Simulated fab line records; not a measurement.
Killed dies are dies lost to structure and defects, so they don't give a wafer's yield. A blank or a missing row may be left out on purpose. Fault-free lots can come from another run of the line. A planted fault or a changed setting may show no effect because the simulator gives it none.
The tool behind it: which one? -- flow sky130 -- 36 wafers from 12 lots sampled at 6 of the route's 708 steps

== WHAT THE GAUGES SHOWED, per wafer ==
SKY_NWELL_THK_MEAS_02.
lot,measured,on,NWELL_OXIDATION_THK (nm)
L724,day 2 12:26,film_metro-03,9.82 9.99 10.00
L725,day 2 17:40,film_metro-03,10.32 10.17 10.28
L732,day 4 06:25,film_metro-02,9.99 9.85 9.93
L735,day 5 02:10,film_metro-03,10.14 10.05 10.28
L737,day 5 13:19,film_metro-04,9.81 9.87 10.07
L739,day 5 17:10,film_metro-02,9.81 9.95 10.05
L740,day 5 23:52,film_metro-02,9.76 9.79 9.86
L743,day 6 14:26,film_metro-04,10.01 10.18 10.01
L744,day 6 23:52,film_metro-04,10.23 10.17 10.23
L745,day 7 02:41,film_metro-03,10.21 10.09 10.17
L746,day 7 08:04,film_metro-02,9.91 10.14 10.10
L747,day 7 11:50,film_metro-02,10.13 10.24 10.08

SKY_NWELL_TW_MEAS_15.
lot,measured,on,NWELL_TW
L724,day 4 12:56,film_metro-04,1828 1823 1808
L725,day 4 19:32,film_metro-04,1821 1828 1818
L732,day 6 12:05,film_metro-02,1776 1760 1773
L735,day 7 09:23,film_metro-04,1777 1767 1772
L737,day 7 23:56,film_metro-04,1812 1820 1820
L739,day 8 04:28,film_metro-04,1821 1826 1826
L740,day 8 10:59,film_metro-02,1825 1836 1818
L743,day 9 04:26,film_metro-03,1822 1819 1817
L744,day 9 15:02,film_metro-04,1848 1846 1839
L745,day 9 17:51,film_metro-04,1844 1830 1833
L746,day 10 00:22,film_metro-02,1811 1810 1809
L747,day 10 04:33,film_metro-03,1800 1806 1812

SKY_NWELL_RS_MEAS_29: uses a four-point probe to measure.
lot,measured,on,NWELL_RS (ohm/sq)
L724,day 5 06:11,film_metro-02,625.5 624.9 626.3
L725,day 5 12:59,film_metro-04,628.1 627.8 627.3
L732,day 7 07:52,film_metro-04,662.7 662.6 663.0
L735,day 8 05:48,film_metro-02,659.0 657.6 657.3
L737,day 8 21:11,film_metro-02,626.9 626.2 626.5
L739,day 9 01:49,film_metro-04,626.4 626.0 625.9
L740,day 9 09:02,film_metro-02,623.3 623.4 624.5
L743,day 10 03:13,film_metro-04,625.5 623.3 622.6
L744,day 10 13:43,film_metro-02,626.1 624.8 624.1
L745,day 10 16:35,film_metro-03,625.2 623.6 625.2
L746,day 10 22:47,film_metro-02,626.6 625.1 626.5
L747,day 11 02:47,film_metro-04,626.2 626.2 624.4

SKY_VT_ADJUST_HVTP_TW_MEAS_11.
lot,measured,on,VT_ADJUST_HVTP_TW
L724,day 6 00:58,film_metro-01,1373 1367 1360
L725,day 6 07:32,film_metro-01,1370 1368 1365
L732,day 8 04:28,film_metro-02,1360 1369 1358
L735,day 9 03:58,film_metro-03,1356 1350 1358
L737,day 9 19:13,film_metro-03,1356 1355 1354
L739,day 10 00:28,film_metro-01,1359 1357 1359
L740,day 10 07:33,film_metro-02,1348 1351 1345
L743,day 11 01:13,film_metro-01,1356 1349 1357
L744,day 11 12:10,film_metro-02,1358 1353 1353
L745,day 11 15:31,film_metro-02,1356 1356 1352
L746,day 11 22:22,film_metro-03,1349 1341 1345
L747,day 12 02:07,film_metro-02,1353 1357 1353

SKY_VT_ADJUST_LVTN_OVL_MEAS_18.
lot,measured,on,VT_ADJUST_LVTN_01_OVL (nm)
L724,day 7 15:01,overlay-01,2.6 3.6 2.4
L725,day 7 22:13,overlay-02,-0.2 -0.5 1.8
L732,day 9 23:33,overlay-02,1.6 -0.5 1.4
L735,day 10 23:47,overlay-01,-1.3 0.4 0.9
L737,day 11 15:53,overlay-02,-0.3 -1.1 0.8
L739,day 11 21:40,overlay-02,-1.2 0.3 -2.2
L740,day 12 04:19,overlay-02,2.9 -0.9 2.3
L743,day 13 01:24,overlay-01,-1.0 -2.0 -3.6
L744,day 13 12:10,overlay-02,1.2 1.5 2.5
L745,day 13 16:11,overlay-01,0.7 -1.1 -0.2
L746,day 13 23:58,overlay-02,1.8 1.5 -0.2
L747,day 14 04:28,overlay-01,-0.3 0.0 0.2

== WHICH TOOL RAN EACH LOT (tool, then ch and the chambers of the sampled wafers, then the start) ==
lot,SKY_NWELL_IMPLANT_11
L724,"implanter-01 ch 0, day 4 12:23"
L725,"implanter-02 ch 0, day 4 19:01"
L732,"implanter-02 ch 0, day 6 11:34"
L735,"implanter-02 ch 0, day 7 08:50"
L737,"implanter-04 ch 0, day 7 23:23"
L739,"implanter-04 ch 0, day 8 03:56"
L740,"implanter-04 ch 0, day 8 10:26"
L743,"implanter-01 ch 0, day 9 03:55"
L744,"implanter-02 ch 0, day 9 14:31"
L745,"implanter-02 ch 0, day 9 17:18"
L746,"implanter-04 ch 0, day 9 23:50"
L747,"implanter-01 ch 0, day 10 04:00"
- SKY_NWELL_IMPLANT_11

== WHAT THE TOOLS THEMSELVES READ (means of the sampled wafers that have a number; where no wafer has one, the mark that the record gives instead) ==
SKY_NWELL_IMPLANT_11.
lot,tool,dose_ions_cm2,faraday_current_uA
L724,implanter-01,1.8991e+13,105.6
L725,implanter-02,1.8997e+13,106.9
L732,implanter-02,1.7237e+13,98.5
L735,implanter-02,1.7215e+13,96.3
L737,implanter-04,1.9007e+13,106.7
L739,implanter-04,1.9007e+13,107.9
L740,implanter-04,1.8996e+13,107.3
L743,implanter-01,1.9009e+13,107.4
L744,implanter-02,1.9015e+13,107.4
L745,implanter-02,1.8992e+13,108.6
L746,implanter-04,1.8994e+13,107.8
L747,implanter-01,1.9027e+13,106.3

== THE ANSWER, worked out from the rows above alone ==
Rule: the lots themselves supply what counts as usual. The widest of any qualifying gaps counts: lots, ordered by their means at a reading, are off when they make up no more than a third of the lots, leave a main group of 4 or more, and stand apart from it by 3 or more times the standard deviation of that group's means. The tables above print the reading to a certain number of digits; a main group whose means all agree to those digits is not used. A lot without any number at a reading at which 4 lots or more have one is off too. Where the step has rows for the other lots, those lots are counted as sound. The gauges are gone through in route order, then the tools' own readings, and for those a lot's mean is taken as printed above. The first step at which some lot is off is used, and at that step the reading that is off furthest; a lot without a number counts as furthest.
Off: at SKY_NWELL_TW_MEAS_15 (NWELL_TW), L732, L735. Mean 1823 and standard deviation 11 in the main group.
If a tool, at a process step before that reading, ran all the lots that are off and no sound lot after the first of them, it fits. Not tried: the gauges at SKY_NWELL_TW_MEAS_15; whatever is off there is also off at SKY_NWELL_IMPLANT_11, on other tools, and gauge error can't account for it. Of those tried, none fits.

== WHAT WAS PUT IN BY THE SIMULATOR ==
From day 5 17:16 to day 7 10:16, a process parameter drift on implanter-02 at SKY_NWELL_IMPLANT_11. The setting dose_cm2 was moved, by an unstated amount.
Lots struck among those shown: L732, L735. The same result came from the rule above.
